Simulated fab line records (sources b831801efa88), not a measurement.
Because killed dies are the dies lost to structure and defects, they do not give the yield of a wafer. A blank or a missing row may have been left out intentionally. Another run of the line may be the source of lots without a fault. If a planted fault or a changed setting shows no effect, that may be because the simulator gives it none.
fab line records	flow gf180mcu
record lots=5	wafers=23
route steps=602 shown MIM@517 M5@530 V5@540 TOP_METAL@570
startH: hours from the record's first day to the start of the lot's first wafer shown	waitH: hours from the lot's prior step to this one	" repeats the value in the row above	L1.1+2: one row covering several wafers at once	- no value present, or no start provided	* or withheld: withheld	< > ~ a bound
route shown NAME@n: a module of which the file shows steps, and the number in the route of the first	usual: average and standard deviation across the fault-free wafers	same: alike in all rows	chamber/n: place in a boat	sites: the reading at each site	_std_site: the values' standard deviation	_edge_site: inner sites' mean taken away from outer sites' mean	radiusMm: for every site, how far away it sits from the centre of the wafer	mask NAME#n: copy n	behind: the last tool/chamber to shape the wafer	hold: why the lot went on hold/how many hours it stayed there/how the hold came to an end	device: whichever transistor did not switch (one of n, p or np)	end of line: tests of these same wafers at the route's end	a step given without rows: its recipe and nothing more	killed: count of dies lost to structure and defects at first sort (not the wafer's yield)	map: shows each die of a wafer: x if killed, . if not, _ if none is there
set.NAME: the setting as run; set.NAME@STEP: as run at that earlier step	model.NAME: the simulator's own value behind a step, which no gauge read
lots with deliberately changed settings; one table per step, one row per wafer
## steps
# step GF_MIM_COAT_14
# recipe resist=NOVOLAK	spinRpm=3000	resistThkNm=1000
lot.wafer	tool	chamber	startH	waitH	set.resistThkNm	model.NOVOLAK_of_MIM_COAT_14.thkNm
L074.2	lithoTrack-01	0	571.01	0.1	1000	1006
L074.4	"	0	"	"	1000	1005
L074.6	"	0	"	"	1000	1008
L076.1	lithoTrack-01	0	588.99	0.1	975.3	981.1
L076.2	"	0	"	"	975.3	978
L076.3	"	0	"	"	1000	1003
L076.5	"	0	"	"	1000	1005
L076.6	"	0	"	"	975.3	974.6
L077.1	lithoTrack-03	0	598.23	0.1	1024	1025
L077.3	"	0	"	"	1000	1004
L077.4	"	0	"	"	1000	1005
L077.5	"	0	"	"	1024	1027
L077.6	"	0	"	"	1000	1002
L081.2	lithoTrack-03	0	632.81	0.1	1000	1001
L081.3	"	0	"	"	1000	996.6
L081.4+5	"	0	"	"	1030	1027
L081.6	"	0	"	"	1030	1026
L084.1	lithoTrack-03	0	658.43	0.1	1000	1002
L084.2	"	0	"	"	1000	1000
L084.3	"	0	"	"	1000	1004
L084.4	"	0	"	"	1000	999.9
L084.5	"	0	"	"	1000	1003
# step GF_MIM_SOFTBAKE_15
# recipe tempC=90	timeS=60	resist=NOVOLAK
# step GF_MIM_EXPOSE_16
# recipe maskId=FuseTop	targetCdNm=2000	na=0.6	sourceShape=conventional	sigmaOuter=0.6	doseMj=140
# step GF_MIM_PEB_17
# recipe tempC=withheld	timeS=*	resist=NOVOLAK
# step GF_MIM_DEVELOP_18
# recipe developTimeS=60	devTempC=23
# step GF_MIM_METAL_ETCH_19
# recipe chemistry=Cl2/BCl3	maskMaterial=NOVOLAK	stopOn=Si3N4	targetDepthNm=324.5	pressureMtorr=8	icpW=800	biasW=140	Cl2_flow_sccm=80	bcl3FlowSccm=40	timeS=54.1
lot.wafer	tool	chamber	startH	waitH	set.resistThkNm@MIM_COAT_14	model.NOVOLAK_of_MIM_COAT_14.thkNm
L074.2	rieMetal-02	0	581.39	0.1	1000	877.7
L074.4	"	0	"	"	1000	875
L074.6	"	0	"	"	1000	877.5
L076.1	rieMetal-02	0	599.65	0.1	975.3	850.8
L076.2	"	1	"	"	975.3	846.2
L076.3	"	1	"	"	1000	870.9
L076.5	"	0	"	"	1000	873.9
L076.6	"	1	"	"	975.3	842.4
L077.1	rieMetal-02	0	609.20	0.1	1024	893.9
L077.3	"	1	"	"	1000	872.1
L077.4	"	0	"	"	1000	875.2
L077.5	"	0	"	"	1024	897.6
L077.6	"	1	"	"	1000	871.5
L081.2	rieMetal-02	0	642.48	0.1	1000	871.2
L081.3	"	1	"	"	1000	864.2
L081.4	"	0	"	"	1030	896.9
L081.5	"	0	"	"	1030	896.3
L081.6	"	1	"	"	1030	894.6
L084.1	rieMetal-02	0	667.89	0.1	1000	873
L084.2	"	1	"	"	1000	869.8
L084.3	"	0	"	"	1000	875.6
L084.4	"	1	"	"	1000	869.2
L084.5	"	1	"	"	1000	872.9
# step GF_MIM_STRIP_20
# recipe chemistry=O2/N2	powerW=1400	pressureMtorr=1500	platenTempC=250	o2FlowSccm=3000	n2FlowSccm=300	overashFraction=0.5
# usual stripTimeToEndpointS=11.23/0.041
lot.wafer	tool	chamber	startH	waitH	set.resistThkNm@MIM_COAT_14	stripTimeToEndpointS
L074.2	plasmaAsher-02	0	581.46	0.0	1000	11.30
L074.4	"	0	"	"	1000	11.28
L074.6	"	1	"	"	1000	11.32
L076.1	plasmaAsher-02	1	599.74	0.1	975.3	10.98
L076.2	"	0	"	"	975.3	10.94
L076.3	"	0	"	"	1000	11.22
L076.5	"	1	"	"	1000	11.27
L076.6	"	0	"	"	975.3	10.90
L077.1	plasmaAsher-04	0	609.27	0.0	1024	11.51
L077.3	"	1	"	"	1000	11.24
L077.4	"	0	"	"	1000	11.30
L077.5	"	0	"	"	1024	11.54
L077.6	"	1	"	"	1000	11.23
L081.2	plasmaAsher-01	1	642.55	0.0	1000	11.25
L081.3	"	0	"	"	1000	11.17
L081.4	"	1	"	"	1030	11.52
L081.5	"	1	"	"	1030	11.53
L081.6	"	0	"	"	1030	11.51
L084.1	plasmaAsher-02	1	667.96	0.0	1000	11.25
L084.2	"	0	"	"	1000	11.21
L084.3	"	0	"	"	1000	11.28
L084.4	"	1	"	"	1000	11.21
L084.5	"	1	"	"	1000	11.26
# step GF_M5_EXPOSE_04
# recipe maskId=Metal5	targetCdNm=280	na=0.68	sourceShape=conventional	sigmaOuter=0.6	doseMj=28
lot.wafer	tool	chamber	startH	waitH	mask	set.doseMj
L074.2+4+6	krfScanner-01	0	-	-	Metal5#0	28
L076.1+2	krfScanner-02	0	-	-	Metal5#0	26.7
L076.3+5+6	"	0	"	"	Metal5#0	28
L077.1+3+4+5+6	krfScanner-02	0	-	-	Metal5#0	28
L081.2+4	krfScanner-01	0	-	-	Metal5#0	28
L081.3+5+6	"	0	"	"	Metal5#0	29.45
L084.1+2+3+4+5	krfScanner-01	0	-	-	Metal5#0	28
# step GF_M5_PEB_05
# recipe pebTempC=135	pebTimeS=90	resist=KrF
lot.wafer	tool	chamber	startH	waitH	set.pebTempC
L074.2+4+6	lithoTrack-04	0	-	-	135
L076.1+2+5	lithoTrack-03	0	-	-	135
L076.3+6	"	0	"	"	138.4
L077.1+3+4+5+6	lithoTrack-01	0	-	-	135
L081.2+4+5	lithoTrack-04	0	-	-	137.1
L081.3+6	"	0	"	"	135
L084.1+3	lithoTrack-01	0	-	-	135
L084.2+4+5	"	0	"	"	132.7
# step GF_M5_DEVELOP_06
# recipe developTimeS=60	devTempC=21
# step GF_M5_CD_MEAS_07
# recipe targetCdNm=280
# usual cdNm=279.7/1.2
lot.wafer	tool	chamber	startH	waitH	set.doseMj@M5_EXPOSE_04	set.pebTempC@M5_PEB_05	cdNm
L074.2	cdSem-02	-	602.69	0.1	28	135	279.8
L074.4	"	-	"	"	28	135	280.1
L074.6	"	-	"	"	28	135	280.2
L076.1	cdSem-02	-	620.83	0.1	26.7	135	287.0
L076.2	"	-	"	"	26.7	135	286.6
L076.3	"	-	"	"	28	138.4	271.6
L076.5	"	-	"	"	28	135	278.9
L076.6	"	-	"	"	28	138.4	271.8
L077.1	cdSem-02	-	629.99	0.1	28	135	278.4
L077.3	"	-	"	"	28	135	278.8
L077.4	"	-	"	"	28	135	278.2
L077.5	"	-	"	"	28	135	277.8
L077.6	"	-	"	"	28	135	278.5
L081.2	cdSem-02	-	662.64	0.1	28	137.1	274.9
L081.3	"	-	"	"	29.45	135	271.2
L081.4	"	-	"	"	28	137.1	276.1
L081.5	"	-	"	"	29.45	137.1	266.8
L081.6	"	-	"	"	29.45	135	271.9
L084.1	cdSem-01	-	687.03	0.1	28	135	278.1
L084.2	"	-	"	"	28	132.7	285.5
L084.3	"	-	"	"	28	135	278.1
L084.4	"	-	"	"	28	132.7	286.7
L084.5	"	-	"	"	28	132.7	285.1
# step GF_M5_ETCH_09
# recipe chemistry=CF4/O2	target=Si3N4	targetDepthNm=52	sourceW=800	biasW=155	pressureMtorr=150	cf4FlowSccm=80	O2_flow_sccm=10	timeS=11.6
lot.wafer	tool	chamber	startH	waitH	set.doseMj@M5_EXPOSE_04	set.pebTempC@M5_PEB_05	model.M5.cdNm
L074.2+4	rieDiel-01	2,1	602.82	0.0	28	135	280.2
L074.6	"	1	"	"	28	135	280.3
L076.1	rieDiel-04	1	620.99	0.0	26.7	135	287.3
L076.2	"	3	"	"	26.7	135	286.4
L076.3	"	0	"	"	28	138.4	271.5
L076.5	"	2	"	"	28	135	279
L076.6	"	3	"	"	28	138.4	271.4
L077.1+4	rieDiel-04	0,1	630.14	0.0	28	135	278.2
L077.3	"	3	"	"	28	135	278.9
L077.5	"	2	"	"	28	135	277.6
L077.6	"	1	"	"	28	135	278.5
L081.2	rieDiel-02	3	662.77	0.0	28	137.1	274.7
L081.3	"	2	"	"	29.45	135	271.4
L081.4	"	1	"	"	28	137.1	276.5
L081.5	"	3	"	"	29.45	137.1	267.3
L081.6	"	2	"	"	29.45	135	272
L084.1	rieDiel-01	3	687.19	0.0	28	135	278
L084.2	"	0	"	"	28	132.7	285.4
L084.3	"	1	"	"	28	135	277.9
L084.4	"	2	"	"	28	132.7	286.3
L084.5	"	3	"	"	28	132.7	284.8
# step GF_V5_CVD_00
# recipe material=SiO2	targetThkNm=300	sigmaOpenFrac=0.3	tempC=400	timeS=50	sih4FlowSccm=60	pressureMtorr=6
lot.wafer	tool	chamber	startH	waitH	set.sih4FlowSccm	model.SiO2_of_V5_CVD_00.thkNm
L074.2	hdpcvd-01	2	603.56	0.0	60	297.2
L074.4	"	1	"	"	60	299.4
L074.6	"	2	"	"	60	296.9
L076.1	hdpcvd-02	1	621.79	0.0	51.38	253.1
L076.2	"	0	"	"	60	296.7
L076.3	"	2	"	"	51.38	254.7
L076.5	"	0	"	"	51.38	258.3
L076.6	"	2	"	"	60	297
L077.1	hdpcvd-02	1	630.88	0.0	60	302.3
L077.3	"	0	"	"	60	304.4
L077.4	"	2	"	"	60	302.4
L077.5	"	0	"	"	60	302.2
L077.6	"	1	"	"	60	300.7
L081.2	hdpcvd-02	1	663.51	0.0	60	302.7
L081.3	"	0	"	"	60	302
L081.4	"	1	"	"	60	297.7
L081.5	"	0	"	"	60	301
L081.6	"	2	"	"	60	299.4
L084.1	hdpcvd-01	2	687.97	0.0	60	303.2
L084.2	"	1	"	"	60	300.1
L084.3	"	0	"	"	60	294.9
L084.4	"	0	"	"	67.76	337.5
L084.5	"	1	"	"	67.76	342.5
# step GF_V5_THK_MEAS_01
# recipe reads=SiO2_of_V5_CVD_00
# usual V5_CVD_00_THK=299.7/2.6
lot.wafer	tool	chamber	startH	waitH	set.sih4FlowSccm@V5_CVD_00	V5_CVD_00_THK[nm]
L074.2	filmMetro-04	-	603.62	0.0	60	297.2
L074.4	"	-	"	"	60	299.2
L074.6	"	-	"	"	60	297.1
L076.1	filmMetro-04	-	621.83	0.0	51.38	253.1
L076.2	"	-	"	"	60	296.8
L076.3	"	-	"	"	51.38	255.0
L076.5	"	-	"	"	51.38	258.5
L076.6	"	-	"	"	60	297.1
L077.1	filmMetro-01	-	630.92	0.0	60	302.6
L077.3	"	-	"	"	60	304.4
L077.4	"	-	"	"	60	302.4
L077.5	"	-	"	"	60	302.1
L077.6	"	-	"	"	60	301.0
L081.2	filmMetro-04	-	663.56	0.0	60	302.7
L081.3	"	-	"	"	60	302.2
L081.4	"	-	"	"	60	297.6
L081.5	"	-	"	"	60	300.5
L081.6	"	-	"	"	60	299.7
L084.1	filmMetro-01	-	688.02	0.0	60	303.3
L084.2	"	-	"	"	60	300.1
L084.3	"	-	"	"	60	295.0
L084.4	"	-	"	"	67.76	337.5
L084.5	"	-	"	"	67.76	342.4
# step GF_V5_PEB_12
# recipe pebTempC=135	pebTimeS=90	resist=KrF
lot.wafer	tool	chamber	startH	waitH	set.pebTempC
L074.2+4+6	lithoTrack-01	0	-	-	135
L076.1+6	lithoTrack-04	0	-	-	135
L076.2+3+5	"	0	"	"	137
L077.1+3+5	lithoTrack-04	0	-	-	131.1
L077.4+6	"	0	"	"	135
L081.2+5+6	lithoTrack-04	0	-	-	138.8
L081.3+4	"	0	"	"	135
L084.1+2+3+4+5	lithoTrack-04	0	-	-	135
# step GF_V5_DEVELOP_13
# recipe developTimeS=60	resist=KrF	devTempC=21
# step GF_V5_CD_MEAS_14
# recipe targetCdNm=260
# usual cdNm=259.8/1.3
lot.wafer	tool	chamber	startH	waitH	set.pebTempC@V5_PEB_12	cdNm
L074.2	cdSem-01	-	625.11	0.1	135	258.7
L074.4	"	-	"	"	135	257.8
L074.6	"	-	"	"	135	257.8
L076.1	cdSem-01	-	642.52	0.1	135	261.0
L076.2	"	-	"	"	137	265.8
L076.3	"	-	"	"	137	265.1
L076.5	"	-	"	"	137	265.2
L076.6	"	-	"	"	135	259.1
L077.1	cdSem-02	-	651.17	0.1	131.1	247.3
L077.3	"	-	"	"	131.1	248.5
L077.4	"	-	"	"	135	259.4
L077.5	"	-	"	"	131.1	247.4
L077.6	"	-	"	"	135	260.8
L081.2	cdSem-01	-	683.54	0.1	138.8	270.2
L081.3	"	-	"	"	135	260.5
L081.4	"	-	"	"	135	260.7
L081.5	"	-	"	"	138.8	270.0
L081.6	"	-	"	"	138.8	269.7
L084.1	cdSem-01	-	706.77	0.1	135	259.5
L084.2	"	-	"	"	135	259.4
L084.3	"	-	"	"	135	259.8
L084.4	"	-	"	"	135	259.7
L084.5	"	-	"	"	135	259.9
# step GF_V5_ETCH_16
# recipe chemistry=N2/H2	targetDepthA=withheld	overetchA=withheld	timeS=withheld	target=BARC	ionEnergyEv=200	sourceW=500	biasW=100	pressureMtorr=30	n2FlowSccm=100	h2FlowSccm=200
lot.wafer	tool	chamber	startH	waitH	set.pebTempC@V5_PEB_12	model.V5.cdNm
L074.2	rieDiel-03	0	625.24	0.0	135	258.4
L074.4	"	3	"	"	135	257.6
L074.6	"	1	"	"	135	256.7
L076.1	rieDiel-03	2	642.67	0.0	135	261.1
L076.2	"	0	"	"	137	265.1
L076.3	"	3	"	"	137	264.6
L076.5	"	1	"	"	137	264.8
L076.6	"	2	"	"	135	259.1
L077.1	rieDiel-02	3	651.32	0.0	131.1	247.4
L077.3	"	0	"	"	131.1	248.5
L077.4	"	1	"	"	135	260.4
L077.5	"	2	"	"	131.1	247.8
L077.6	"	3	"	"	135	260.1
L081.2	rieDiel-03	1	683.67	0.0	138.8	269.9
L081.3	"	2	"	"	135	260.2
L081.4	"	0	"	"	135	261.1
L081.5	"	3	"	"	138.8	269.6
L081.6	"	0	"	"	138.8	269.4
L084.1	rieDiel-03	3	706.92	0.0	135	259.5
L084.2	"	0	"	"	135	259.8
L084.3	"	2	"	"	135	260.3
L084.4	"	1	"	"	135	260
L084.5	"	1	"	"	135	260.1
# step GF_V5_ETCH_17
# recipe chemistry=C4F8/O2/Ar	maskMaterial=KrF	target=SiO2	stopOn=TiN	sourceW=1500	biasW=1200	pressureMtorr=40	c4f8FlowSccm=withheld	O2_flow_sccm=6	Ar_flow_sccm=300	timeS=withheld	targetDepthA=8550
lot.wafer	tool	chamber	startH	waitH	set.pebTempC@V5_PEB_12	model.V5.cdNm
L074.2	rieDiel-03	0	-	-	135	259.1
L074.4	"	3	"	"	135	258.2
L074.6	"	1	"	"	135	256.6
L076.1	rieDiel-03	2	-	-	135	261.6
L076.2	"	0	"	"	137	266.1
L076.3	"	3	"	"	137	265.2
L076.5	"	1	"	"	137	265.5
L076.6	"	2	"	"	135	259.7
L077.1	rieDiel-02	3	-	-	131.1	247.2
L077.3	"	0	"	"	131.1	248.5
L077.4	"	1	"	"	135	259.4
L077.5	"	2	"	"	131.1	248
L077.6	"	3	"	"	135	260.3
L081.2+5	rieDiel-03	1,3	-	-	138.8	270
L081.3	"	2	"	"	135	261
L081.4	"	0	"	"	135	262.1
L081.6	"	0	"	"	138.8	270.1
L084.1+5	rieDiel-03	3,1	-	-	135	259.3
L084.2	"	0	"	"	135	260
L084.3	"	2	"	"	135	260.4
L084.4	"	1	"	"	135	259.9
# step GF_V5_SPUTTER_22
# recipe material=TiN	targetThkNm=10	chamberPressurePa=5	powerW=4000	timeS=40
lot.wafer	tool	chamber	startH	waitH	set.powerW	model.TiN_of_V5_SPUTTER_22.thkNm
L074.2	pvdSputter-03	-	626.01	0.0	4000	9.883
L074.4	"	-	"	"	4000	9.901
L074.6	"	-	"	"	4000	9.907
L076.1	pvdSputter-02	-	643.45	0.0	4000	9.887
L076.2	"	-	"	"	4000	9.981
L076.3	"	-	"	"	4000	9.863
L076.5	"	-	"	"	4000	9.976
L076.6	"	-	"	"	4000	9.977
L077.1+5	pvdSputter-04	-	652.08	0.0	3860	9.714
L077.3+6	"	-	"	"	4000	10.03
L077.4	"	-	"	"	3860	9.614
L081.2	pvdSputter-03	-	684.43	0.0	3873	9.692
L081.3	"	-	"	"	4000	9.894
L081.4	"	-	"	"	4000	9.958
L081.5	"	-	"	"	4000	9.943
L081.6	"	-	"	"	3873	9.652
L084.1	pvdSputter-02	-	707.74	0.0	4245	10.64
L084.2	"	-	"	"	4000	9.969
L084.3	"	-	"	"	4245	10.72
L084.4	"	-	"	"	4000	10.01
L084.5	"	-	"	"	4245	10.62
# step GF_TOP_METAL_SPUTTER_03
# recipe material=Ti	targetThkNm=5	substrateTempC=300	chamberPressurePa=0.3	powerW=3000	timeS=3.3
lot.wafer	tool	chamber	startH	waitH	set.powerW	model.Ti_of_TOP_METAL_SPUTTER_03.thkNm
L074.2	pvdSputter-04	-	626.92	0.0	3000	4.849
L074.4	"	-	"	"	3000	4.888
L074.6	"	-	"	"	3000	4.861
L076.1	pvdSputter-03	-	644.27	0.0	3000	4.992
L076.2	"	-	"	"	3182	5.332
L076.3	"	-	"	"	3182	5.306
L076.5	"	-	"	"	3000	5.001
L076.6	"	-	"	"	3182	5.272
L077.1	pvdSputter-01	-	652.88	0.0	3000	4.947
L077.3	"	-	"	"	3215	5.086
L077.4	"	-	"	"	3000	4.853
L077.5	"	-	"	"	3215	5.235
L077.6	"	-	"	"	3215	5.153
L081.2	pvdSputter-01	-	685.23	0.0	3000	5.104
L081.3	"	-	"	"	3000	4.987
L081.4	"	-	"	"	3000	5.098
L081.5	"	-	"	"	3000	5.067
L081.6	"	-	"	"	3000	5.008
L084.1	pvdSputter-01	-	708.55	0.0	3000	5.081
L084.2	"	-	"	"	2818	4.796
L084.3	"	-	"	"	2818	4.561
L084.4	"	-	"	"	2818	4.623
L084.5	"	-	"	"	3000	5.082
# step GF_TOP_METAL_COAT_09
# recipe resist=NOVOLAK	spinRpm=3000	resistThkNm=1500
lot.wafer	tool	chamber	startH	waitH	set.resistThkNm	model.NOVOLAK_of_TOP_METAL_COAT_09.thkNm
L074.2	lithoTrack-03	0	636.91	0.1	1500	1500
L074.4	"	0	"	"	1500	1499
L074.6	"	0	"	"	1500	1502
L076.1	lithoTrack-03	0	654.68	0.1	1500	1501
L076.2+3+6	"	0	"	"	1500	-
L076.5	"	0	"	"	1500	1498
L077.1	lithoTrack-02	0	662.40	0.1	1463	1462
L077.3	"	0	"	"	1500	-
L077.4	"	0	"	"	1500	1501
L077.5+6	"	0	"	"	1463	-
L081.2+3	lithoTrack-02	0	694.32	0.1	1500	1506
L081.4+6	"	0	"	"	1500	1508
L081.5	"	0	"	"	1500	1505
L084.1	lithoTrack-03	0	717.88	0.1	1562	1562
L084.2	"	0	"	"	1562	-
L084.3+4	"	0	"	"	1500	-
L084.5	"	0	"	"	1500	1494
# step GF_TOP_METAL_SOFTBAKE_10
# recipe tempC=90	timeS=60	resist=NOVOLAK
# step GF_TOP_METAL_EXPOSE_11
# recipe maskId=MetalTop	targetCdNm=440	na=0.6	sourceShape=conventional	sigmaOuter=0.6	doseMj=170
# step GF_TOP_METAL_PEB_12
# recipe tempC=withheld	timeS=*	resist=NOVOLAK
# step GF_TOP_METAL_DEVELOP_13
# recipe developTimeS=57.42	devTempC=23
lot.wafer	tool	chamber	startH	waitH	set.resistThkNm@TOP_METAL_COAT_09	model.TOP_METAL.cdNm
L074.2+4	lithoTrack-04	0	646.74	0.1	1500	445.2
L074.6	"	0	"	"	1500	444.5
L076.1	lithoTrack-02	0	664.05	0.1	1500	443.2
L076.2	"	0	"	"	1500	442.5
L076.3	"	0	"	"	1500	443.7
L076.5	"	0	"	"	1500	441.8
L076.6	"	0	"	"	1500	446.3
L077.1	lithoTrack-02	0	671.60	0.1	1463	437
L077.3	"	0	"	"	1500	441.2
L077.4	"	0	"	"	1500	440.6
L077.5	"	0	"	"	1463	437.5
L077.6	"	0	"	"	1463	438.7
L081.2	lithoTrack-03	0	703.61	0.1	1500	441.1
L081.3	"	0	"	"	1500	443.3
L081.4	"	0	"	"	1500	442.2
L081.5	"	0	"	"	1500	441
L081.6	"	0	"	"	1500	440.8
L084.1	lithoTrack-04	0	726.22	0.1	1562	446.3
L084.2	"	0	"	"	1562	446
L084.3	"	0	"	"	1500	439.3
L084.4	"	0	"	"	1500	439.7
L084.5	"	0	"	"	1500	440.1
# step GF_TOP_METAL_CD_MEAS_14
# recipe targetCdNm=440
# usual cdNm=442.0/2.4
lot.wafer	tool	chamber	startH	waitH	set.resistThkNm@TOP_METAL_COAT_09	cdNm
L074.2	cdSem-02	-	646.89	0.1	1500	445.2
L074.4	"	-	"	"	1500	445.1
L074.6	"	-	"	"	1500	444.7
L076.1	cdSem-02	-	664.20	0.1	1500	443.5
L076.2	"	-	"	"	1500	442.7
L076.3	"	-	"	"	1500	443.5
L076.5	"	-	"	"	1500	441.7
L076.6	"	-	"	"	1500	446.3
L077.1	cdSem-02	-	671.75	0.1	1463	437.1
L077.3	"	-	"	"	1500	441.0
L077.4	"	-	"	"	1500	441.2
L077.5	"	-	"	"	1463	437.3
L077.6	"	-	"	"	1463	438.5
L081.2	cdSem-02	-	703.75	0.1	1500	441.3
L081.3	"	-	"	"	1500	443.3
L081.4	"	-	"	"	1500	442.2
L081.5	"	-	"	"	1500	441.2
L081.6	"	-	"	"	1500	440.7
L084.1	cdSem-02	-	726.37	0.1	1562	446.4
L084.2	"	-	"	"	1562	446.0
L084.3	"	-	"	"	1500	439.4
L084.4	"	-	"	"	1500	439.7
L084.5	"	-	"	"	1500	439.9
## key
split step=GF_MIM_COAT_14	setting=resistThkNm	stated=1000	by=wafer
response step=GF_MIM_COAT_14	reading=model.NOVOLAK_of_MIM_COAT_14.thkNm	change=+9.64	per=1%	r=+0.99
response step=GF_MIM_METAL_ETCH_19	reading=model.NOVOLAK_of_MIM_COAT_14.thkNm	change=+9.75	per=1%	r=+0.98
response step=GF_MIM_STRIP_20	reading=stripTimeToEndpointS	change=*	per=1%	r=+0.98
split step=GF_M5_EXPOSE_04	setting=doseMj	stated=28	by=wafer
response step=GF_M5_CD_MEAS_07	reading=cdNm	slope=-1.64	per=1%	togetherWith=pebTempC@M5_PEB_05	explained=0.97
response step=GF_M5_ETCH_09	reading=model.M5.cdNm	slope=-1.64	per=1%	togetherWith=pebTempC@M5_PEB_05	explained=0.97
split step=GF_M5_PEB_05	setting=pebTempC	stated=135	by=wafer
response step=GF_M5_CD_MEAS_07	reading=cdNm	slope=-3.33	per=1%	togetherWith=doseMj@M5_EXPOSE_04	explained=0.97
response step=GF_M5_ETCH_09	reading=model.M5.cdNm	slope=-3.38	per=1%	togetherWith=doseMj@M5_EXPOSE_04	explained=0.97
split step=GF_V5_CVD_00	setting=sih4FlowSccm	stated=60	by=wafer
response step=GF_V5_CVD_00	reading=model.SiO2_of_V5_CVD_00.thkNm	change=+3	per=1%	r=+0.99
response step=GF_V5_THK_MEAS_01	reading=V5_CVD_00_THK	change=+2.99	per=1%	r=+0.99
split step=GF_V5_PEB_12	setting=pebTempC	stated=135	by=wafer
response step=GF_V5_CD_MEAS_14	reading=cdNm	change=+3.79	per=1%	r=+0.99
response step=GF_V5_ETCH_16	reading=model.V5.cdNm	change=+3.68	per=1%	r=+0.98
response step=GF_V5_ETCH_17	reading=model.V5.cdNm	change=+3.56	per=1%	r=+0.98
split step=GF_V5_SPUTTER_22	setting=powerW	stated=4000	by=wafer
response step=GF_V5_SPUTTER_22	reading=model.TiN_of_V5_SPUTTER_22.thkNm	change=+0.103	per=1%	r=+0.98
split step=GF_TOP_METAL_SPUTTER_03	setting=powerW	stated=3000	by=wafer
response step=GF_TOP_METAL_SPUTTER_03	reading=model.Ti_of_TOP_METAL_SPUTTER_03.thkNm	change=+0.0501	per=1%	r=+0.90
split step=GF_TOP_METAL_COAT_09	setting=resistThkNm	stated=1500	by=wafer
response step=GF_TOP_METAL_COAT_09	reading=model.NOVOLAK_of_TOP_METAL_COAT_09.thkNm	change=+16.1	per=1%	r=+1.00
response step=GF_TOP_METAL_DEVELOP_13	reading=model.TOP_METAL.cdNm	change=+1.49	per=1%	r=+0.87
response step=GF_TOP_METAL_CD_MEAS_14	reading=cdNm	change=+1.52	per=1%	r=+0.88
